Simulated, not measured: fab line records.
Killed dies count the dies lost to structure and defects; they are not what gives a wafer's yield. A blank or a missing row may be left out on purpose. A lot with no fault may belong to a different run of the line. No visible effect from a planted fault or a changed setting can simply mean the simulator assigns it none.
Chamber matching :: flow sky130 :: SKY_METAL3_ETCH_17 on rie_diel-04: 4 sister chambers
The step etches SiO2 in C4F8/O2/Ar, stops on TiN, time 3.9 s, target depth 15 nm. 4 wafers are shown with their chamber, then 7 later ones without.

== WAFERS WITH THEIR CHAMBER ==
wafer: L879.2
chamber: 0
oes_product_au (a.u.): 0.744

wafer: L879.4
chamber: 1
oes_product_au (a.u.): 0.749

wafer: L881.2
chamber: 2
oes_product_au (a.u.): 0.751

wafer: L881.4
chamber: 3
oes_product_au (a.u.): 0.761

== WAFERS WITH NO CHAMBER GIVEN ==
wafer: L881.6
oes_product_au (a.u.): 0.747

wafer: L882.4
oes_product_au (a.u.): 0.747

wafer: L882.5
oes_product_au (a.u.): 0.755

wafer: L882.6
oes_product_au (a.u.): 0.755

wafer: L887.1
oes_product_au (a.u.): 0.749

wafer: L887.2
oes_product_au (a.u.): 0.749

wafer: L887.6
oes_product_au (a.u.): 0.753

== THE CHAMBER EACH PASSED THROUGH ==
wafer: L881.6
from the rows above: can't be placed: 1 or 0 or 2
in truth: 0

wafer: L882.4
from the rows above: can't be placed: 1 or 0 or 2
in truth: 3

wafer: L882.5
from the rows above: can't be placed: 2 or 1 or 3
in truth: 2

wafer: L882.6
from the rows above: can't be placed: 2 or 1 or 3
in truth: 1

wafer: L887.1
from the rows above: can't be placed: 1 or 2 or 0
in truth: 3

wafer: L887.2
from the rows above: can't be placed: 1 or 2 or 0
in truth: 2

wafer: L887.6
from the rows above: can't be placed: 2 or 1
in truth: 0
Placed correctly: 0 of 7. These rows do not allow placing 7 (true chamber among the candidates in 4). Number placed wrongly: 0.
How it was worked out, from the rows above alone: a wafer's distance from a chamber is the root of the sum, over the readings, of the square of ((its reading less the chamber's mean) divided by the reading's scatter). If the next closest chamber is less than 2 further off than the closest, the wafer can't be placed; otherwise it belongs to the closest. The mean given for a chamber averages the wafers shown for that chamber. The scatter: root of mean squared gap, hidden wafer to nearest shown wafer, with one shown wafer a chamber.
